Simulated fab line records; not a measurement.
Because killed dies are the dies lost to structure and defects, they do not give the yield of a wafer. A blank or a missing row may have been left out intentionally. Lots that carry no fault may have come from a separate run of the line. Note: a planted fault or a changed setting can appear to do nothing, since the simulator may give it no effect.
Matching of chambers :: flow gf180mcu :: GF_V1_ETCH_16 on rie diel-04 has 4 sister chambers
The step etches BARC in N2/H2. 4 wafers are shown with their chamber, then 7 later ones without.

== EACH WAFER AND ITS CHAMBER ==
wafer: L087.5
chamber: 2
throttle valve pct (%): 13.219

wafer: L088.2
chamber: 0
throttle valve pct (%): 13.227

wafer: L091.3
chamber: 3
throttle valve pct (%): 13.222

wafer: L091.4
chamber: 1
throttle valve pct (%): 13.218

== WAFERS MISSING THEIR CHAMBER ==
wafer: L091.6
throttle valve pct (%): 13.225

wafer: L095.1
throttle valve pct (%): 13.233

wafer: L095.3
throttle valve pct (%): 13.217

wafer: L095.6
throttle valve pct (%): 13.225

wafer: L096.3
throttle valve pct (%): 13.225

wafer: L096.4
throttle valve pct (%): 13.198

wafer: L096.6
throttle valve pct (%): 13.226

== EACH ONE'S CHAMBER ==
wafer: L091.6
from the rows above: can't be placed: 0 or 3 or 2 or 1
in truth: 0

wafer: L095.1
from the rows above: can't be placed: 0 or 3 or 2 or 1
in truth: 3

wafer: L095.3
from the rows above: can't be placed: 1 or 2 or 3 or 0
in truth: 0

wafer: L095.6
from the rows above: can't be placed: 0 or 3 or 2 or 1
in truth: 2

wafer: L096.3
from the rows above: can't be placed: 0 or 3 or 2 or 1
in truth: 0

wafer: L096.4
from the rows above: can't be placed: 1 or 2 or 3 or 0
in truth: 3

wafer: L096.6
from the rows above: can't be placed: 0 or 3 or 2 or 1
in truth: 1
Placed correctly: 0 of 7. Not placeable from these rows: 7 (in 7, the candidates include the true chamber). 0 placed wrongly.
How it was worked out, from the rows above alone: a wafer's distance from a chamber is the root of the sum, over the readings, of the square of ((its reading less the chamber's mean) divided by the reading's scatter). The wafer belongs to the nearest chamber; if the next one is less than 2 further off, it can't be placed. A chamber's mean is the mean of its shown wafers. The scatter: root of mean squared gap, hidden wafer to nearest shown wafer, with one shown wafer a chamber.
